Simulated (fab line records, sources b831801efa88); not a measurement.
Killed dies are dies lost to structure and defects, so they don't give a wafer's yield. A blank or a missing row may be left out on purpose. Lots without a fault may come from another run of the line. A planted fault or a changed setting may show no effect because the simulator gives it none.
Problem report in the 8D (eight disciplines) form, filled by code | flow sky130 | the parts of the form that need people (team, actions taken, sign-off) are left out

1. THE PROBLEM
CAPM_CVD_00_THK at SKY_CAPM_THK_MEAS_01 reads a mean of 14.50 nm on 6 wafers of 2 lots; wafers without a fault read 15.44 nm with a standard deviation of 0.2. That is -4.7 standard deviations from the usual mean.
First seen on wafer L660.1, day 38 20:18, on film_metro-03. The record holds 33 wafers of 11 lots with a number at this step. Rule for "out", or "out of limits": more than 4 standard deviations from the usual mean. The other wafers with a number count as sound.

2. WHAT IT IS AND WHAT IT IS NOT
question                    | is                           | is not
which readings at this step | CAPM_CVD_00_THK              | -
which lots                  | L660, L664                   | L653, L654, L656, L658, L659, L663, L671, L672, L675
which wafers of those lots  | all that have a number       | -
read on which gauges        | film_metro-01, film_metro-03 | film_metro-04
when                        | from day 38 20:18            | up to then (15 sound wafers); but 12 sound wafers of L663, L671, L672, L675 came after

3. SUSPECTS, AND WHAT RULES EACH OUT
Counting: a tool at a process step up to the reading stays a suspect if it ran every lot that is out and no sound lot after the first of them.
- the gauge at SKY_CAPM_THK_MEAS_01: ruled out. The wafers that are out were read on 2 gauges (film_metro-01, film_metro-03).
- pecvd-02 at SKY_CAPM_CVD_00 (deposits SiO2, target thk 15.5 nm): kept. It ran every lot that is out, first L660 (day 38 20:16), and no sound lot after that; its last sound lot up to then is L659 (day 37 22:44). Its own readings are out on those wafers: rf_fwd_power_W.
Left after counting: pecvd-02 at SKY_CAPM_CVD_00.

4. THE CAUSE (what the simulator had put in)
Process parameter drift: pecvd-02, from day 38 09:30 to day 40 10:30, at SKY_CAPM_CVD_00. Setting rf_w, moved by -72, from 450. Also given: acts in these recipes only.
Counting left only this tool.

5. THE CHAIN OF EFFECTS, in route order
Each row: a reading whose mean over the struck wafers that have a number lies more than 3 standard deviations from the usual. Only readings for which the record gives a usual standard deviation are gone through. hours: the time from each lot's start at the first step in this table that gives one to its start at this step, as a median over the lots. sigmas: the change in usual standard deviations.
hours | step                 | reading         | usual      | on struck wafers | change | sigmas
0     | SKY_CAPM_CVD_00      | rf_fwd_power_W  | 442.1 W    | 367.9            | -74.2  | -30
0     | SKY_CAPM_THK_MEAS_01 | CAPM_CVD_00_THK | 15.44 nm   | 14.50            | -0.94  | -4.7
50    | SKY_METAL3_ETCH_17   | oes_product_au  | 0.753 a.u. | 0.728            | -0.025 | -3.7
The process steps in it:
- SKY_CAPM_CVD_00: deposits SiO2, target thk 15.5 nm.
- SKY_METAL3_ETCH_17: etches SiO2 in C4F8/O2/Ar, stops on TiN, time 3.9 s, target depth 15 nm.

6. WHAT WOULD HAVE CAUGHT IT SOONER
In this record the first reading out of limits at a measuring or inspecting step was taken at day 38 20:18, 11 hours after the fault began at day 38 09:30.
The tool's own readings at SKY_CAPM_CVD_00 were out on every struck wafer that the step has a row for (rf_fwd_power_W): an alarm limit on them would have fired on the first of those.
Of the lots that are out (2), L664 began SKY_CAPM_CVD_00 on pecvd-02 after day 38 20:18. A hold on the tool at that time would have spared it.
